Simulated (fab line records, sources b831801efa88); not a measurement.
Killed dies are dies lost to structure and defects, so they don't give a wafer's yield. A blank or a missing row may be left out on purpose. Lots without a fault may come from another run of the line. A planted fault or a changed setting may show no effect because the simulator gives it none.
Which tool did it? | flow sky130 | 6 lots, 16 wafers sampled, at 3 steps of a route of 708

WHAT THE GAUGES READ, wafer by wafer
SKY_LI_CONTACT_THK_MEAS_23: measures by xrf.
lot  | measured     | on            | LI_CONTACT_W_THK (nm)
L815 | day 29 16:02 | film_metro-02 | 391 382 390
L817 | day 30 12:05 | film_metro-01 | 399 401 398
L824 | day 32 21:58 | film_metro-03 | 392 398
L828 | day 33 22:20 | film_metro-02 | 392 393
L834 | day 36 02:38 | film_metro-02 | 394 402 397
L836 | day 37 17:12 | film_metro-02 | 389 387 389

WHICH TOOL RAN EACH LOT (tool, then ch and the chambers of the sampled wafers, then the start)
lot  | SKY_POLY_CUT_ETCH_11               | SKY_POLY_CUT_STRIP_12
L815 | rie_diel-02 ch 0,3, day 24 18:36   | plasma_asher-01 ch 0,1, day 24 18:38
L817 | rie_diel-01 ch 0,2,3, day 25 14:51 | plasma_asher-01 ch 0,1, day 25 14:53
L824 | rie_diel-02 ch 1,2, day 28 03:45   | plasma_asher-03 ch 0,1, day 28 03:47
L828 | rie_diel-04 ch 0,2, day 29 07:30   | plasma_asher-03 ch 0,1, day 29 07:32
L834 | rie_diel-01 ch 1,3, day 31 13:26   | plasma_asher-01 ch 0,1, day 31 13:29
L836 | rie_diel-02 ch 0,1,2, day 33 06:23 | plasma_asher-03 ch 0,1, day 33 06:26
- SKY_POLY_CUT_ETCH_11: etches Si3N4 in CF4/CH2F2/Ar, stops on poly-Si, time 42.5 s, target depth 60 nm.
- SKY_POLY_CUT_STRIP_12: strips in O2/N2.

THE ANSWER, worked out from the rows above alone
Rule: what is usual is taken from the lots themselves. Put in order of their means at a reading, lots are off if they are a third of the lots or fewer, leave a main group of 4 or more, and stand apart from it by a gap of 3 or more times the standard deviation of the main group's means; of several such gaps the widest counts. A main group whose means are all the same, to the digits that the tables above print for the reading, isn't used. A lot without any number at a reading at which 4 lots or more have one is off too. The other lots that the step has rows for count as sound.
No lot is off at any reading shown: from this, nothing can be told.

WHAT THE SIMULATOR HAD PUT IN
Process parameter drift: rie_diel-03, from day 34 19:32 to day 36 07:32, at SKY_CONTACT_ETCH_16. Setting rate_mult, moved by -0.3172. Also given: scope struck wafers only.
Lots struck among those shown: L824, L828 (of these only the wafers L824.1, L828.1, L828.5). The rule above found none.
